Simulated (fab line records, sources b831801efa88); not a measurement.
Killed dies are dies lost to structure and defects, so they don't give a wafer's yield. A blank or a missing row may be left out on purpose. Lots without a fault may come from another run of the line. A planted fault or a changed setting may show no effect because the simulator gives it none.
Problem report in the 8D (eight disciplines) form, filled by code | flow sfq_line | the parts of the form that need people (team, actions taken, sign-off) are left out

1. THE PROBLEM
rf_fwd_power_W at SFQ_TRILAYER_I6_DEP_PECVD_165 reads a mean of 109.0 W on 6 wafers of 2 lots; wafers without a fault read 182.5 W with a standard deviation of 0.58. That is -99 or more standard deviations from the usual mean.
The step: deposits SiO2 from SiH4/N2O, time 111.11 s, target thk 500 nm.
First seen on wafer L648.2, day 74 17:40, on pecvd-03. The record holds 42 wafers of 14 lots with a number at this step. Rule for "out", or "out of limits": more than 4 standard deviations from the usual mean. The other wafers with a number count as sound.

2. WHAT IT IS AND WHAT IT IS NOT
question                    | is                               | is not
which readings at this step | rf_fwd_power_W, showerhead_vpp_V | heater_power_w, throttle_valve_pct
which lots                  | L648, L652                       | L629, L630, L632, L633, L634, L638, L639, L640, L641, L642, L643, L644
which wafers of those lots  | all that have a number           | -
read on which tools         | pecvd-03                         | pecvd-01, pecvd-04
when                        | from day 74 17:40                | up to then (36 sound wafers)

3. SUSPECTS, AND WHAT RULES EACH OUT
Counting: a tool at a process step up to the reading stays a suspect if it ran every lot that is out and no sound lot after the first of them.
- pecvd-03 at SFQ_TRILAYER_I6_DEP_PECVD_165 (deposits SiO2 from SiH4/N2O, time 111.11 s, target thk 500 nm): kept. It ran every lot that is out, first L648 (day 74 17:40), and no sound lot after that; its last sound lot up to then is L644 (day 73 20:45). Its own readings are out on those wafers: rf_fwd_power_W, showerhead_vpp_V.
Left after counting: pecvd-03 at SFQ_TRILAYER_I6_DEP_PECVD_165.

4. THE CAUSE (what the simulator had put in)
Process parameter drift: pecvd-03, from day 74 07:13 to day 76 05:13, at SFQ_TRILAYER_I6_DEP_PECVD_165. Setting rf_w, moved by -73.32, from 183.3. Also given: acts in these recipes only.
Counting left only this tool.

5. THE CHAIN OF EFFECTS, in route order
Each row: a reading whose mean over the struck wafers that have a number lies more than 3 standard deviations from the usual. Only readings for which the record gives a usual standard deviation are gone through. hours: the time from each lot's start at the first step in this table that gives one to its start at this step, as a median over the lots. sigmas: the change in usual standard deviations.
hours | step                          | reading            | usual   | on struck wafers | change | sigmas
0     | SFQ_TRILAYER_I6_DEP_PECVD_165 | rf_fwd_power_W     | 182.5 W | 109.0            | -73.5  | -99 or more
0     | SFQ_TRILAYER_I6_DEP_PECVD_165 | showerhead_vpp_V   | 823 V   | 623              | -200   | -6.3
0     | SFQ_TRILAYER_I6_CMP_CMP_166   | time_to_endpoint_s | 214 s   | 154              | -60    | -6.6
The process steps in it:
- SFQ_TRILAYER_I6_DEP_PECVD_165: deposits SiO2 from SiH4/N2O, time 111.11 s, target thk 500 nm.
- SFQ_TRILAYER_I6_CMP_CMP_166: polishes SiO2.

6. WHAT WOULD HAVE CAUGHT IT SOONER
In this record the first reading out of limits was taken at day 74 17:40, 10 hours after the fault began at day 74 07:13.
